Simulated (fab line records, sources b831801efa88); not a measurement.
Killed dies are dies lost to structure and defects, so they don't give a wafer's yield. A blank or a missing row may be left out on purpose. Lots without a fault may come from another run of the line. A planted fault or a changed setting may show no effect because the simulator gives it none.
fab line records | flow gf180mcu
record lots=5 wafers=15 last_day=34
route steps=602 shown M4@470 V4@476 MIM@503
lots that met no fault: from a run of the same line without faults
start_h: hours from the record's first day to the start of the lot's first wafer shown | wait_h: hours since the lot's step before | " the same as in the row above | L1.1+2: a row that stands for several wafers | - no value, or no start given | * or withheld: withheld | < > ~ a bound
route shown NAME@n: a module of which the file shows steps, and the number in the route of the first | usual: mean/standard deviation of fault-free wafers | same: alike in all rows | chamber/n: place in a boat | sites: the reading at each site | _std_site: their standard deviation | _edge_site: outer sites' mean less inner sites' | radius_mm: how far each site lies from the wafer's centre | mask NAME#n: copy n | behind: the tool/chamber that last shaped the wafer | hold: why the lot was held/for how many hours/how that ended | device: the transistor (n, p or np) that didn't switch | end of line: the same wafers' tests at the end of the route | a step without rows: its recipe alone | killed: dies lost to structure and defects at the first sort, not the wafer's yield | map: a wafer's dies, x killed, . not, _ none there
set.NAME: the setting as run; set.NAME@STEP: as run at that earlier step | model.NAME: the simulator's own value behind a step, which no gauge read
lots at some steps of the route; a table a step, a row a wafer
services: from which hour (start_h, from the record's first day; less than 0 if before it) a tool's chamber was out of use, for how many hours, and why
## steps
# step GF_M4_CD_MEAS_14
# recipe target_cd_nm=280
# usual cd_nm=279.8/1.3
# columns lot.wafer tool chamber start_h wait_h cd_nm
L078.1 cd_sem-01 - 572.45 0.1 281.8
L078.3 " - " " 281.8
L078.6 " - " " 281.6
L079.2 cd_sem-02 - 586.42 0.1 280.9
L079.3 " - " " 281.1
L079.5 " - " " 280.5
L089.1 cd_sem-01 - 657.17 0.1 279.6
L089.3 " - " " 280.0
L089.6 " - " " 280.7
L094.1 cd_sem-01 - 688.00 0.1 279.0
L094.5 " - " " 279.7
L094.6 " - " " 280.8
L095.3 cd_sem-02 - 712.56 0.2 279.7
L095.4 " - " " 278.7
L095.5 " - " " 280.3
# step GF_M4_OVL_MEAS_15
# usual M4_OVL=2/5.4
# columns lot.wafer tool chamber start_h wait_h M4_OVL[nm]
L078.1 overlay-01 - 572.57 0.1 0
L078.3 " - " " -1
L078.6 " - " " 0
L079.2 overlay-02 - 586.52 0.1 6
L079.3 " - " " 4
L079.5 " - " " 0
L089.1 overlay-02 - 657.29 0.1 12
L089.3 " - " " 9
L089.6 " - " " 14
L094.1 overlay-01 - 688.12 0.1 -4
L094.5 " - " " 3
L094.6 " - " " -3
L095.3 overlay-01 - 712.65 0.1 -6
L095.4 " - " " -4
L095.5 " - " " -1
# step GF_M4_METAL_ETCH_16
# recipe chemistry=Cl2/BCl3 mask_material=KrF target_depth_nm=627.5 stop_on=SiO2 pressure_mtorr=8 icp_w=800 bias_w=140 Cl2_flow_sccm=80 bcl3_flow_sccm=40 time_s=104.6
# usual drypump_motor_current_A=5.8/0.57 oes_product_au=0.967/0.0057 throttle_valve_pct=28.254/0.01
# columns lot.wafer tool chamber start_h wait_h drypump_motor_current_A oes_product_au rf_hours_counter_h throttle_valve_pct
L078.1 rie_metal-04 0 572.60 0.0 5.7 0.957 5 28.288
L078.3 " 0 " " 5.7 0.966 - 28.257
L078.6 " 0 " " 5.7 0.966 - 28.265
L079.2 rie_metal-04 0 586.59 0.1 5.7 0.968 - 28.249
L079.3 " 0 " " 5.7 0.971 - 28.230
L079.5 " 0 " " 5.7 0.967 - 28.243
L089.1 rie_metal-02 0 657.32 0.0 6.0 0.965 13 28.257
L089.3 " 1 " " 6.7 0.966 - 28.257
L089.6 " 1 " " 6.7 0.960 - 28.272
L094.1 rie_metal-02 0 688.15 0.0 6.0 0.972 14 28.243
L094.5 " 0 " " 6.0 0.973 - 28.260
L094.6 " 1 " " 6.7 0.974 - 28.249
L095.3 rie_metal-02 1 712.75 0.1 6.7 0.965 - 28.266
L095.4 " 1 " " 6.8 0.971 - 28.249
L095.5 " 1 " " 6.7 0.969 - 28.257
# step GF_M4_STRIP_17
# recipe chemistry=O2/N2 power_w=1400 pressure_mtorr=1500 platen_temp_c=250 o2_flow_sccm=3000 n2_flow_sccm=300 overash_fraction=0.5
# usual drypump_motor_current_A=6.08/0.2 heater_power_w=360/30 n2_flow_sccm=300.0/0.92 oes_product_au=0.558/0.0052 strip_time_to_endpoint_s=7.89/0.063
# columns lot.wafer tool chamber start_h wait_h drypump_motor_current_A heater_power_w n2_flow_sccm oes_product_au rf_hours_counter_h strip_time_to_endpoint_s
L078.1 plasma_asher-02 0 572.83 0.2 6.12 345 299.8 0.555 51 7.85
L078.3 " 0 " " 6.09 350 299.2 0.549 - 7.83
L078.6 " 0 " " 6.12 342 300.6 0.559 - 7.81
L079.2 plasma_asher-02 1 586.78 0.1 5.82 327 300.2 0.562 52 7.89
L079.3 " 0 " " 6.09 330 299.2 0.558 - 7.88
L079.5 " 0 " " 6.09 346 298.8 0.561 - 7.88
L089.1 plasma_asher-03 1 657.44 0.1 6.17 381 301.1 0.548 101 7.80
L089.3 " 1 " " 6.14 387 300.5 0.544 - 7.90
L089.6 " 0 " " 6.32 324 299.7 0.561 - 7.91
L094.1 plasma_asher-01 0 688.27 0.1 6.13 356 300.0 0.546 25 7.77
L094.5 " 1 " " 5.79 400 298.2 0.554 - 7.79
L094.6 " 0 " " 6.13 358 300.7 0.559 - 7.83
L095.3 plasma_asher-02 1 712.94 0.1 5.78 324 299.8 0.552 - 7.88
L095.4 " 0 " " 6.13 340 300.6 0.566 - 7.87
L095.5 " 1 " " 5.80 326 299.8 0.568 - 7.91
# step GF_M4_STRIP_18
# recipe chemistry=post_etch_residue_remover time_s=1200 temp_c=72.5
# columns lot.wafer tool chamber start_h wait_h
L078.1+3+6 wet_bench-01 2 572.93 0.1
L079.2+3+5 wet_bench-03 2 586.88 0.1
L089.1+3+6 wet_bench-01 2 657.54 0.1
L094.1+5+6 wet_bench-04 0 688.37 0.1
L095.3+4+5 wet_bench-04 0 713.00 0.0
# step GF_M4_CLEAN_19
# recipe chemistry=DIW dry=n2_spin
# columns lot.wafer tool chamber start_h wait_h
L078.1+3+6 wet_bench-03 2 573.34 0.0
L079.2+3+5 wet_bench-04 0 587.22 0.0
L089.1+3+6 wet_bench-04 3 657.88 0.0
L094.1+5+6 wet_bench-01 3 688.74 0.0
L095.3+4+5 wet_bench-01 0 713.34 0.0
# step GF_V4_CVD_00
# recipe material=SiO2 target_thk_nm=600 sigma_open_frac=0.3 temp_c=400 time_s=100 sih4_flow_sccm=60 pressure_mtorr=6
# columns lot.wafer tool chamber start_h wait_h
L078.1+3+6 hdpcvd-02 0,1,0 573.43 0.0
L079.2+3+5 hdpcvd-02 1,2,1 587.32 0.0
L089.1+3+6 hdpcvd-02 1,0,2 657.98 0.0
L094.1+5+6 hdpcvd-01 0,2,0 688.83 0.0
L095.3+4+5 hdpcvd-01 0,0,1 713.44 0.0
# step GF_V4_THK_MEAS_01
# recipe reads=SiO2_of_V4_CVD_00
# usual V4_CVD_00_THK=604/6.9
# columns lot.wafer tool chamber start_h wait_h V4_CVD_00_THK[nm]
L078.1 film_metro-02 - 573.50 0.0 612
L078.3 " - " " 619
L078.6 " - " " 616
L079.2 film_metro-04 - 587.40 0.0 596
L079.3 " - " " 591
L079.5 " - " " 602
L089.1 film_metro-04 - 658.05 0.0 616
L089.3 " - " " 609
L089.6 " - " " 602
L094.1 film_metro-02 - 688.94 0.1 597
L094.5 " - " " 603
L094.6 " - " " 599
L095.3 film_metro-02 - 713.53 0.1 607
L095.4 " - " " 604
L095.5 " - " " 607
# step GF_V4_CVD_02
# recipe material=SiO2 target_thk_nm=850 precursor=TEOS temp_c=400 time_s=94.851 rf_w=600
# usual heater_power_w=715/100
# columns lot.wafer tool chamber start_h wait_h heater_power_w since_wet_clean_h
L078.1 pecvd-02 1 573.56 0.1 856 191
L078.3 " 2 " " 703 191
L078.6 " 1 " " 869 -
L079.2 pecvd-01 0 587.45 0.0 605 829
L079.3 " 2 " " 754 829
L079.5 " 1 " " 731 -
L089.1 pecvd-01 2 658.11 0.1 785 53
L089.3 " 1 " " 669 53
L089.6 " 2 " " 811 -
L094.1 pecvd-02 1 689.00 0.1 744 306
L094.5 " 1 " " 807 -
L094.6 " 2 " " 747 -
L095.3 pecvd-02 2 713.57 0.0 598 331
L095.4 " 2 " " 651 -
L095.5 " 1 " " 785 -
# step GF_V4_THK_MEAS_03
# recipe reads=SiO2_of_V4_CVD_02
# usual V4_CVD_02_THK=843/13
# columns lot.wafer tool chamber start_h wait_h V4_CVD_02_THK[nm]
L078.1 film_metro-04 - 573.63 0.0 841
L078.3 " - " " 854
L078.6 " - " " 845
L079.2 film_metro-02 - 587.53 0.0 831
L079.3 " - " " 852
L079.5 " - " " 844
L089.1 film_metro-02 - 658.18 0.0 848
L089.3 " - " " 845
L089.6 " - " " 866
L094.1 film_metro-04 - 689.07 0.0 826
L094.5 " - " " 835
L094.6 " - " " 863
L095.3 film_metro-04 - 713.66 0.1 850
L095.4 " - " " 857
L095.5 " - " " 833
# step GF_V4_CMP_04
# recipe material=SiO2 down_force_psi=4 platen_rpm=60 pad_velocity_m_s=0.94248
# usual motor_current_A=12.0/1.4 time_to_endpoint_s=80/5.6
# columns lot.wafer tool chamber start_h wait_h motor_current_A time_to_endpoint_s
L078.3 cmp-01 2 573.74 0.1 12.2 86
L078.1 " 3 " " 14.3 73
L078.6 " 2 " " 12.4 80
L079.2 cmp-02 0 587.86 0.3 13.7 79
L079.3 " 1 " " 13.4 84
L079.5 " 3 " " 13.0 79
L089.1 cmp-01 0 658.24 0.1 9.8 85
L089.3 " 1 " " 10.4 81
L089.6 " 1 " " 10.4 89
L094.1 cmp-02 0 689.16 0.1 13.4 75
L094.5 " 0 " " 13.7 79
L094.6 " 1 " " 13.3 84
L095.3 cmp-02 1 713.74 0.1 13.8 79
L095.4 " 3 " " 12.6 83
L095.5 " 1 " " 14.1 76
# step GF_V4_BOW_MEAS_05
# recipe mode=bow
# usual V4_BOW=134/9
# columns lot.wafer tool chamber start_h wait_h V4_BOW[um]
L078.1 film_metro-03 - 573.99 0.1 142
L078.3 " - " " 146
L078.6 " - " " 158
L079.2 film_metro-02 - 588.08 0.2 148
L079.3 " - " " 149
L079.5 " - " " 149
L089.1 film_metro-04 - 658.54 0.2 122
L089.3 " - " " 119
L089.6 " - " " 132
L094.1 film_metro-04 - 689.46 0.2 133
L094.5 " - " " 141
L094.6 " - " " 145
L095.3 film_metro-03 - 714.08 0.3 138
L095.4 " - " " 133
L095.5 " - " " 119
# step GF_V4_DEHYDRATE_06
# recipe temp_c=200 time_s=60
# usual plate_temp_C=200.01/0.18
# columns lot.wafer tool chamber start_h wait_h plate_temp_C
L078.1 litho_track-03 0 585.05 11.0 200.01
L078.3 " 0 " " 199.82
L078.6 " 0 " " 199.96
L079.2 litho_track-03 0 597.98 9.9 200.01
L079.3 " 0 " " 199.93
L079.5 " 0 " " 199.93
L089.1 litho_track-04 0 668.10 9.5 200.14
L089.3 " 0 " " 199.97
L089.6 " 0 " " 199.71
L094.1 litho_track-03 0 698.75 9.3 200.00
L094.5 " 0 " " 200.16
L094.6 " 0 " " 200.11
L095.3 litho_track-03 0 722.60 8.5 199.87
L095.4 " 0 " " 199.84
L095.5 " 0 " " 199.80
# step GF_V4_HMDS_07
# recipe prime_time_s=60 prime_temp_c=120
# columns lot.wafer tool chamber start_h wait_h
L078.1+3+6 litho_track-03 0 585.20 0.1
L079.2+3+5 litho_track-03 0 598.13 0.1
L089.1+3+6 litho_track-04 0 668.25 0.1
L094.1+5+6 litho_track-03 0 698.90 0.1
L095.3+4+5 litho_track-03 0 722.75 0.1
# step GF_V4_COAT_08
# recipe resist=BARC temp_c=withheld time_s=withheld spin_rpm=withheld resist_thk_nm=withheld
# columns lot.wafer tool chamber start_h wait_h
L078.1+3+6 litho_track-03 0 585.35 0.1
L079.2+3+5 litho_track-03 0 598.28 0.1
L089.1+3+6 litho_track-04 0 668.40 0.1
L094.1+5+6 litho_track-03 0 699.05 0.1
L095.3+4+5 litho_track-03 0 722.90 0.1
# step GF_V4_COAT_09
# recipe resist=KrF spin_rpm=withheld resist_thk_nm=1000
# columns lot.wafer tool chamber start_h wait_h
L078.1+3+6 litho_track-03 0 - -
L079.2+3+5 litho_track-03 0 - -
L089.1+3+6 litho_track-04 0 - -
L094.1+5+6 litho_track-03 0 - -
L095.3+4+5 litho_track-03 0 - -
# step GF_V4_SOFTBAKE_10
# recipe temp_c=130 time_s=60 resist=KrF
# usual plate_temp_C=129.99/0.13
# columns lot.wafer tool chamber start_h wait_h plate_temp_C
L078.1 litho_track-03 0 - - 129.96
L078.3 " 0 " " 130.01
L078.6 " 0 " " 130.05
L079.2 litho_track-03 0 - - 130.07
L079.3 " 0 " " 130.02
L079.5 " 0 " " 130.13
L089.1 litho_track-04 0 - - 130.08
L089.3 " 0 " " 129.86
L089.6 " 0 " " 129.94
L094.1 litho_track-03 0 - - 130.20
L094.5 " 0 " " 130.16
L094.6 " 0 " " 130.11
L095.3 litho_track-03 0 - - 129.96
L095.4 " 0 " " 129.87
L095.5 " 0 " " 129.79
# step GF_V4_EXPOSE_11
# recipe mask_id=Via4 target_cd_nm=260 na=0.68 source_shape=conventional sigma_outer=0.6 dose_mj=38
# usual reticle_temp_C=22.99/0.11
# same sigma_outer=0.6
# columns lot.wafer tool chamber start_h wait_h mask reticle_temp_C
L078.1 krf_scanner-02 0 - - Via4#0 23.08
L078.3 " 0 " " Via4#0 22.97
L078.6 " 0 " " Via4#0 22.96
L079.2 krf_scanner-02 0 - - Via4#0 22.92
L079.3 " 0 " " Via4#0 22.97
L079.5 " 0 " " Via4#0 22.84
L089.1 krf_scanner-01 0 - - Via4#0 22.99
L089.3 " 0 " " Via4#0 22.96
L089.6 " 0 " " Via4#0 22.96
L094.1 krf_scanner-02 0 - - Via4#0 22.90
L094.5 " 0 " " Via4#0 23.01
L094.6 " 0 " " Via4#0 23.06
L095.3 krf_scanner-01 0 - - Via4#0 22.98
L095.4 " 0 " " Via4#0 23.09
L095.5 " 0 " " Via4#0 23.05
# step GF_V4_PEB_12
# recipe peb_temp_c=135 peb_time_s=90 resist=KrF
# usual plate_temp_C=135.00/0.14
# same peb_time_s=90
# columns lot.wafer tool chamber start_h wait_h plate_temp_C
L078.1 litho_track-04 0 - - 134.92
L078.3 " 0 " " 134.91
L078.6 " 0 " " 134.95
L079.2 litho_track-04 0 - - 134.93
L079.3 " 0 " " 135.13
L079.5 " 0 " " 134.93
L089.1 litho_track-03 0 - - 135.16
L089.3 " 0 " " 135.16
L089.6 " 0 " " 135.19
L094.1 litho_track-02 0 - - 134.81
L094.5 " 0 " " 135.00
L094.6 " 0 " " 134.93
L095.3 litho_track-04 0 - - 134.82
L095.4 " 0 " " 134.92
L095.5 " 0 " " 135.08
# step GF_V4_DEVELOP_13
# recipe develop_time_s=60 resist=KrF dev_temp_c=21
# same develop_time_s=60
# columns lot.wafer tool chamber start_h wait_h
L078.1+3+6 litho_track-04 0 595.75 0.2
L079.2+3+5 litho_track-04 0 609.62 0.2
L089.1+3+6 litho_track-03 0 678.90 0.2
L094.1+5+6 litho_track-02 0 708.46 0.2
L095.3+4+5 litho_track-04 0 732.30 0.1
# step GF_V4_CD_MEAS_14
# recipe target_cd_nm=260
# usual cd_nm=259.9/1.2
# columns lot.wafer tool chamber start_h wait_h cd_nm
L078.1 cd_sem-01 - 595.90 0.1 259.1
L078.3 " - " " 258.0
L078.6 " - " " 258.5
L079.2 cd_sem-02 - 609.77 0.1 259.6
L079.3 " - " " 259.8
L079.5 " - " " 260.7
L089.1 cd_sem-02 - 679.06 0.1 258.8
L089.3 " - " " 259.9
L089.6 " - " " 259.6
L094.1 cd_sem-02 - 708.61 0.1 261.2
L094.5 " - " " 260.8
L094.6 " - " " 260.2
L095.3 cd_sem-01 - 732.44 0.1 258.6
L095.4 " - " " 258.6
L095.5 " - " " 259.3
# step GF_V4_OVL_MEAS_15
# usual V4_OVL=-2/6
# columns lot.wafer tool chamber start_h wait_h V4_OVL[nm]
L078.1 overlay-01 - 596.02 0.1 -8
L078.3 " - " " -5
L078.6 " - " " 2
L079.2 overlay-01 - 609.87 0.1 -9
L079.3 " - " " -3
L079.5 " - " " 1
L089.1 overlay-02 - 679.18 0.1 4
L089.3 " - " " 4
L089.6 " - " " 2
L094.1 overlay-02 - 708.73 0.1 -10
L094.5 " - " " -8
L094.6 " - " " -17
L095.3 overlay-01 - 732.53 0.1 4
L095.4 " - " " -1
L095.5 " - " " 3
# step GF_V4_ETCH_16
# recipe chemistry=N2/H2 target_depth_a=withheld overetch_a=withheld time_s=withheld target=BARC ion_energy_ev=200 source_w=500 bias_w=100 pressure_mtorr=30 n2_flow_sccm=100 h2_flow_sccm=200
# usual drypump_motor_current_A=6.0/0.5 n2_flow_sccm=99.99/0.3 oes_product_au=0.855/0.0042 throttle_valve_pct=13.225/0.0093
# columns lot.wafer tool chamber start_h wait_h drypump_motor_current_A n2_flow_sccm oes_product_au throttle_valve_pct
L078.1 rie_diel-04 0 596.05 0.0 6.0 99.66 0.851 13.223
L078.3 " 2 " " 6.7 100.13 0.864 13.230
L078.6 " 3 " " 6.1 100.17 0.854 13.212
L079.2 rie_diel-04 3 609.90 0.0 6.1 100.27 0.854 13.212
L079.3 " 2 " " 6.8 100.09 0.848 13.227
L079.5 " 1 " " 6.0 100.29 0.854 13.216
L089.1 rie_diel-03 2 679.22 0.0 5.6 100.39 0.853 13.228
L089.3 " 0 " " 6.5 100.26 0.854 13.201
L089.6 " 1 " " 5.2 99.82 0.859 13.235
L094.1 rie_diel-04 0 708.77 0.0 6.1 99.96 0.863 13.231
L094.5 " 3 " " 6.1 100.03 0.853 13.221
L094.6 " 2 " " 6.7 99.65 0.849 13.215
L095.3 rie_diel-03 2 732.55 0.0 5.6 100.14 0.849 13.204
L095.4 " 0 " " 6.5 99.89 0.858 13.241
L095.5 " 3 " " 5.1 100.57 0.855 13.222
# step GF_V4_ETCH_17
# recipe chemistry=C4F8/O2/Ar mask_material=KrF target=SiO2 stop_on=TiN source_w=1500 bias_w=1200 pressure_mtorr=40 c4f8_flow_sccm=withheld O2_flow_sccm=6 Ar_flow_sccm=300 time_s=withheld target_depth_a=6300
# usual oes_product_au=0.856/0.0048
# columns lot.wafer tool chamber start_h wait_h oes_product_au
L078.1 rie_diel-04 0 - - 0.844
L078.3 " 2 " " 0.862
L078.6 " 3 " " 0.860
L079.2 rie_diel-04 3 - - 0.855
L079.3 " 2 " " 0.857
L079.5 " 1 " " 0.856
L089.1 rie_diel-03 2 - - 0.865
L089.3 " 0 " " 0.846
L089.6 " 1 " " 0.864
L094.1 rie_diel-04 0 - - 0.855
L094.5 " 3 " " 0.859
L094.6 " 2 " " 0.852
L095.3 rie_diel-03 2 - - 0.856
L095.4 " 0 " " 0.858
L095.5 " 3 " " 0.852
# step GF_V4_STRIP_18
# recipe chemistry=O2/N2 power_w=1400 pressure_mtorr=1500 platen_temp_c=250 o2_flow_sccm=3000 n2_flow_sccm=300 overash_fraction=0.5
# usual drypump_motor_current_A=6.0/0.44 heater_power_w=323/30 n2_flow_sccm=299.9/0.8 oes_product_au=0.593/0.0053
# columns lot.wafer tool chamber start_h wait_h drypump_motor_current_A heater_power_w n2_flow_sccm oes_product_au rf_hours_counter_h
L078.1 plasma_asher-03 0 596.18 - 6.3 327 300.9 0.596 94
L078.3 " 0 " " 6.3 328 300.2 0.586 -
L078.6 " 1 " " 6.1 379 298.5 0.593 -
L079.2 plasma_asher-04 0 610.03 - 6.5 315 298.8 0.592 85
L079.3 " 0 " " 6.5 303 299.2 0.591 -
L079.5 " 1 " " 5.3 290 299.9 0.592 -
L089.1 plasma_asher-03 0 679.35 - 6.3 329 299.5 0.601 103
L089.3 " 1 " " 6.2 385 300.7 0.588 -
L089.6 " 0 " " 6.3 339 300.7 0.592 -
L094.1 plasma_asher-04 0 708.90 - 6.5 315 301.4 0.597 95
L094.5 " 1 " " 5.2 283 299.6 0.583 -
L094.6 " 0 " " 6.5 303 300.3 0.587 -
L095.3 plasma_asher-03 0 732.72 - 6.3 320 299.8 0.603 -
L095.4 " 1 " " 6.2 383 299.2 0.599 -
L095.5 " 0 " " 6.3 336 300.1 0.593 -
# step GF_V4_STRIP_19
# recipe chemistry=post_etch_residue_remover time_s=1200 temp_c=72.5
# columns lot.wafer tool chamber start_h wait_h
L078.1+3+6 wet_bench-01 1 596.28 0.1
L079.2+3+5 wet_bench-01 0 610.13 0.1
L089.1+3+6 wet_bench-02 1 679.45 0.1
L094.1+5+6 wet_bench-02 1 709.00 0.1
L095.3+4+5 wet_bench-01 2 732.78 0.0
# step GF_V4_CLEAN_20
# recipe chemistry=DIW dry=n2_spin
# columns lot.wafer tool chamber start_h wait_h
L078.1+3+6 wet_bench-03 2 596.66 0.0
L079.2+3+5 wet_bench-03 1 610.54 0.0
L089.1+3+6 wet_bench-03 1 679.79 0.0
L094.1+5+6 wet_bench-03 3 709.68 0.0
L095.3+4+5 wet_bench-02 0 733.15 0.0
# step GF_V4_SPUTTER_21
# recipe material=Ti target_thk_nm=15 chamber_pressure_pa=5 power_w=2500 substrate_temp_c=200 time_s=80.02
# usual substrate_temp_c=200.00/0.17 throttle_valve_pct=30.7/0.83
# columns lot.wafer tool chamber start_h wait_h substrate_temp_c throttle_valve_pct
L078.1 pvd_sputter-01 - 596.75 0.0 199.89 29.9
L078.3 " - " " 200.08 30.5
L078.6 " - " " 199.64 30.6
L079.2 pvd_sputter-04 - 610.63 0.0 199.94 32.3
L079.3 " - " " 200.14 31.1
L079.5 " - " " 200.23 32.2
L089.1 pvd_sputter-03 - 679.88 0.0 199.96 30.4
L089.3 " - " " 199.84 31.5
L089.6 " - " " 200.19 30.2
L094.1 pvd_sputter-03 - 709.77 0.0 199.90 31.6
L094.5 " - " " 199.89 31.5
L094.6 " - " " 199.86 31.7
L095.3 pvd_sputter-01 - 733.25 0.0 199.92 29.8
L095.4 " - " " 199.95 30.5
L095.5 " - " " 199.96 29.9
# step GF_V4_SPUTTER_22
# recipe material=TiN target_thk_nm=10 chamber_pressure_pa=5 power_w=4000 time_s=40
# usual throttle_valve_pct=30.6/0.82
# columns lot.wafer tool chamber start_h wait_h throttle_valve_pct
L078.1 pvd_sputter-01 - 596.81 0.0 29.5
L078.3 " - " " 31.1
L078.6 " - " " 30.8
L079.2 pvd_sputter-04 - 610.69 0.0 32.0
L079.3 " - " " 31.2
L079.5 " - " " 32.3
L089.1 pvd_sputter-03 - 679.94 0.0 30.4
L089.3 " - " " 31.4
L089.6 " - " " 30.2
L094.1 pvd_sputter-03 - 709.84 0.0 31.5
L094.5 " - " " 31.2
L094.6 " - " " 31.8
L095.3 pvd_sputter-01 - 733.31 0.0 29.8
L095.4 " - " " 30.4
L095.5 " - " " 29.4
# step GF_V4_CVD_23
# recipe material=W target_thk_nm=350 time_s=104.9 temp_c=400 pressure_torr=40
# usual heater_power_w=750/120
# columns lot.wafer tool chamber start_h wait_h heater_power_w since_wet_clean_h
L078.1 cvd_w-02 0 596.85 0.0 877 193
L078.3 " 1 " " 592 -
L078.6 " 0 " " 909 -
L079.2 cvd_w-02 1 610.73 0.0 583 207
L079.3 " 1 " " 582 -
L079.5 " 0 " " 873 -
L089.1 cvd_w-01 0 679.98 0.0 846 776
L089.3 " 1 " " 708 -
L089.6 " 1 " " 714 -
L094.1 cvd_w-02 1 709.87 0.0 607 306
L094.5 " 0 " " 865 -
L094.6 " 1 " " 601 -
L095.3 cvd_w-01 1 733.38 0.1 720 -
L095.4 " 0 " " 837 -
L095.5 " 1 " " 702 -
# step GF_V4_RS_MEAS_24
# recipe thk_meas_gauge=four-point-probe reads=W_of_V4_CVD_23+TiN_of_V4_SPUTTER_22+Ti_of_V4_SPUTTER_21
# usual V4_W_RS=0.326/0.0034
# columns lot.wafer tool chamber start_h wait_h V4_W_RS[ohm/sq]
L078.1 film_metro-03 - 596.96 0.1 0.322
L078.3 " - " " 0.326
L078.6 " - " " 0.327
L079.2 film_metro-04 - 610.86 0.1 0.325
L079.3 " - " " 0.324
L079.5 " - " " 0.323
L089.1 film_metro-03 - 680.12 0.1 0.326
L089.3 " - " " 0.328
L089.6 " - " " 0.328
L094.1 film_metro-04 - 709.99 0.1 0.323
L094.5 " - " " 0.325
L094.6 " - " " 0.324
L095.3 film_metro-03 - 733.50 0.1 0.322
L095.4 " - " " 0.323
L095.5 " - " " 0.328
# step GF_V4_THK_MEAS_25
# recipe thk_meas_gauge=xrf reads=W_of_V4_CVD_23
# usual V4_W_THK=365/4.8
# columns lot.wafer tool chamber start_h wait_h V4_W_THK[nm]
L078.1 film_metro-03 - 597.08 0.1 370
L078.3 " - " " 369
L078.6 " - " " 365
L079.2 film_metro-04 - 610.97 0.1 367
L079.3 " - " " 371
L079.5 " - " " 370
L089.1 film_metro-03 - 680.24 0.1 365
L089.3 " - " " 364
L089.6 " - " " 367
L094.1 film_metro-04 - 710.11 0.1 372
L094.5 " - " " 369
L094.6 " - " " 369
L095.3 film_metro-03 - 733.60 0.1 370
L095.4 " - " " 368
L095.5 " - " " 365
# step GF_V4_CMP_26
# recipe stop_on=SiO2 down_force_psi=3.5 platen_rpm=60 t_overpolish_s=15 target_thk_nm=0 pad_velocity_m_s=0.94248
# usual motor_current_A=11.1/1.3 overpolish_run_s=15.000/0.0082 time_to_endpoint_s=86/3.4
# columns lot.wafer tool chamber start_h wait_h motor_current_A overpolish_run_s time_to_endpoint_s
L078.1 cmp-02 0 597.14 0.1 11.5 14.999 92
L078.3 " 2 " " 9.9 15.007 88
L078.6 " 0 " " 11.7 15.007 90
L079.3 cmp-02 3 611.12 0.1 11.5 15.008 82
L079.2 " 0 " " 12.3 14.993 84
L079.5 " 2 " " 10.1 15.024 84
L089.3 cmp-01 3 680.35 0.1 12.7 14.998 82
L089.1 " 1 " " 9.3 14.998 86
L089.6 " 3 " " 12.2 15.013 83
L094.1 cmp-01 1 710.17 0.1 9.8 14.990 82
L094.6 " 1 " " 9.1 14.988 89
L094.5 " 2 " " 11.8 14.992 86
L095.3 cmp-01 1 733.64 0.0 8.9 14.992 86
L095.4 " 0 " " 9.5 15.005 85
L095.5 " 2 " " 10.4 14.982 86
# step GF_MIM_SPUTTER_00
# recipe material=Ti target_thk_nm=37.5 arriving_ion_energy_ev=80 substrate_temp_c=200 chamber_pressure_pa=2 power_w=4000 time_s=150
# usual substrate_temp_c=200.00/0.15 throttle_valve_pct=30.3/1.2
# columns lot.wafer tool chamber start_h wait_h substrate_temp_c throttle_valve_pct
L078.1 pvd_sputter-04 - 597.44 0.2 199.99 31.9
L078.3 " - " " 200.25 31.4
L078.6 " - " " 200.01 30.9
L079.2 pvd_sputter-02 - 611.32 0.1 200.07 31.1
L079.3 " - " " 199.85 27.8
L079.5 " - " " 199.98 31.0
L089.1 pvd_sputter-02 - 680.60 0.1 199.91 27.6
L089.3 " - " " 199.88 30.9
L089.6 " - " " 200.13 30.6
L094.1 pvd_sputter-02 - 710.47 0.2 199.98 30.8
L094.5 " - " " 199.83 27.7
L094.6 " - " " 199.98 31.1
L095.3 pvd_sputter-02 - 733.94 0.2 199.95 30.8
L095.4 " - " " 200.08 30.8
L095.5 " - " " 200.32 30.9
# step GF_MIM_SPUTTER_01
# recipe material=TiN target_thk_nm=30 power_w=6500 time_s=25 chamber_pressure_pa=0.4
# usual throttle_valve_pct=30.3/1.2
# columns lot.wafer tool chamber start_h wait_h throttle_valve_pct
L078.1 pvd_sputter-04 - 597.54 0.1 32.0
L078.3 " - " " 31.2
L078.6 " - " " 30.6
L079.2 pvd_sputter-02 - 611.42 0.1 30.9
L079.3 " - " " 27.5
L079.5 " - " " 31.0
L089.1 pvd_sputter-02 - 680.70 0.1 27.6
L089.3 " - " " 30.8
L089.6 " - " " 30.8
L094.1 pvd_sputter-02 - 710.57 0.1 31.0
L094.5 " - " " 27.8
L094.6 " - " " 30.8
L095.3 pvd_sputter-02 - 734.04 0.1 30.6
L095.4 " - " " 31.1
L095.5 " - " " 30.8
# step GF_MIM_SPUTTER_02
# recipe material=AlCu target_thk_nm=450 power_w=10600 time_s=23.9 chamber_pressure_pa=0.4
# usual throttle_valve_pct=30.3/1.2
# columns lot.wafer tool chamber start_h wait_h throttle_valve_pct
L078.1 pvd_sputter-04 - 597.57 0.0 32.2
L078.3 " - " " 31.3
L078.6 " - " " 31.1
L079.2 pvd_sputter-02 - 611.45 0.0 31.1
L079.3 " - " " 27.9
L079.5 " - " " 30.9
L089.1 pvd_sputter-02 - 680.73 0.0 27.6
L089.3 " - " " 30.8
L089.6 " - " " 30.7
L094.1 pvd_sputter-02 - 710.60 0.0 30.7
L094.5 " - " " 27.7
L094.6 " - " " 31.0
L095.3 pvd_sputter-02 - 734.07 0.0 30.8
L095.4 " - " " 30.6
L095.5 " - " " 30.9
## services
# columns tool chamber start_h hours kind
pvd_sputter-02 - 557.98 23.9 repair
krf_scanner-02 - 558.29 0.8 pm
krf_scanner-02 - 564.94 1.3 pm
pvd_sputter-01 - 571.10 2.4 repair
cmp-01 - 580.65 2.4 repair
cmp-01 - 587.00 4.0 pm
rie_diel-03 0 598.03 3.8 repair
pvd_sputter-04 - 598.99 1.2 repair
pvd_sputter-03 - 606.94 5.6 repair
rie_diel-04 3 626.16 5.5 repair
rie_diel-04 2 653.38 2.7 repair
cmp-02 - 659.79 1.1 repair
rie_diel-03 3 673.18 17.5 repair
rie_diel-03 2 681.28 5.8 repair
cmp-02 - 682.73 2.5 repair
pvd_sputter-02 - 687.25 5.4 repair
rie_diel-04 2 694.03 11.1 repair
rie_diel-03 - 694.94 0.7 repair
plasma_asher-03 - 704.17 1.5 repair
cmp-02 - 709.68 2.8 repair
wet_bench-03 - 709.82 2.7 repair
cmp-02 - 718.33 4.8 pm
wet_bench-01 - 728.29 3.1 repair
plasma_asher-03 - 733.75 9.0 pm
## key
fault none
